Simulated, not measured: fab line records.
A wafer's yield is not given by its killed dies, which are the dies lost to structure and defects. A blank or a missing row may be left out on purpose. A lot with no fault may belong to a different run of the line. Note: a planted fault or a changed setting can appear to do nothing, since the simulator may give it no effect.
2 desks, one fault | flow sky130 | numbers are kept per desk, each desk with only its own; the story behind them comes last

== FOR THE TOOL OWNER'S DESK: rie diel-04 ==
The tool's own readings at SKY_SONOS_ONO_ETCH_15 (etches the open film in CHF3/O2, target depth 19.52 nm, time 8.167 s): means of the sampled wafers that have a number, for each lot that ran on this tool. A lot is out of limits, marked OUT, if its mean lies more than 4 standard deviations from the usual mean; the brackets give that distance.
Columns: A = chf3 flow sccm at SKY_SONOS_ONO_ETCH_15, usual 49.99 sccm; B = drypump motor current A at SKY_SONOS_ONO_ETCH_15, usual 5.7 A; C = oes product au at SKY_SONOS_ONO_ETCH_15, usual 1.004 a.u.; D = throttle valve pct at SKY_SONOS_ONO_ETCH_15, usual 8.825 %
lot  | first seen here | A     | B   | C                | D
L895 | day 14 16:26    | 50.01 | 6.0 | 1.014            | 8.828
L897 | day 15 09:11    | 49.84 | 5.8 | 1.014            | 8.825
L907 | day 19 00:05    | 49.88 | 6.3 | 1.003            | 8.838
L909 | day 19 20:59    | 49.92 | 6.2 | 1.046 (+5.1) OUT | 8.840
L911 | day 20 07:18    | 49.99 | 5.9 | 1.039 (+4.3) OUT | 8.839
This desk's verdict: out of limits on L909, L911, starting with L909 at day 19 20:59 (oes product au at SKY_SONOS_ONO_ETCH_15). In limits: L895, L897, L907.

== AT THE METROLOGY DESK ==
Lot by lot, what the gauges showed, no matter which tool ran the lot: averages of those sampled wafers that carry a number. A lot is out of limits, marked OUT, if its mean lies more than 4 standard deviations from the usual mean; the brackets give that distance.
Columns: A = LDD_HVP_OVL at SKY_LDD_HVP_OVL_MEAS_07, usual -0.3 nm
lot  | first seen here | A
L890 | day 22 02:11    | -0.9
L891 | day 22 06:23    | -0.8
L892 | day 22 14:11    | -2.4
L894 | day 23 14:27    | -0.4
L895 | day 23 18:14    | 0.5
L897 | day 24 16:50    | -1.3
L898 | day 25 00:47    | -0.4
L902 | day 26 10:17    | 0.4
L907 | day 28 06:41    | 0.7
L909 | day 28 21:50    | -0.8
L910 | day 29 17:14    | 1.6
L911 | day 29 18:20    | -0.9
This desk's finding: nothing out of limits on any of the 12 lots.

== PUT TOGETHER ==
An alarm could have come from the tool owner's desk at day 19 20:59, on L909, L911.
The metrology desk saw nothing out of limits.
The metrology desk has L909, L911 on record, within its limits.
SKY_SONOS_ONO_ETCH_15 was run on rie diel-04 by each of the lots named.

== WHAT WAS PUT IN BY THE SIMULATOR ==
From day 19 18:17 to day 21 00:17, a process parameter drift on rie diel-04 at SKY_SONOS_ONO_ETCH_15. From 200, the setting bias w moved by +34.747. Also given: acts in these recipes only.
Lots struck among those shown: L909, L911.
How many hours passed from the start of the fault until each desk's first out-of-limits reading: the tool owner's desk, 3.
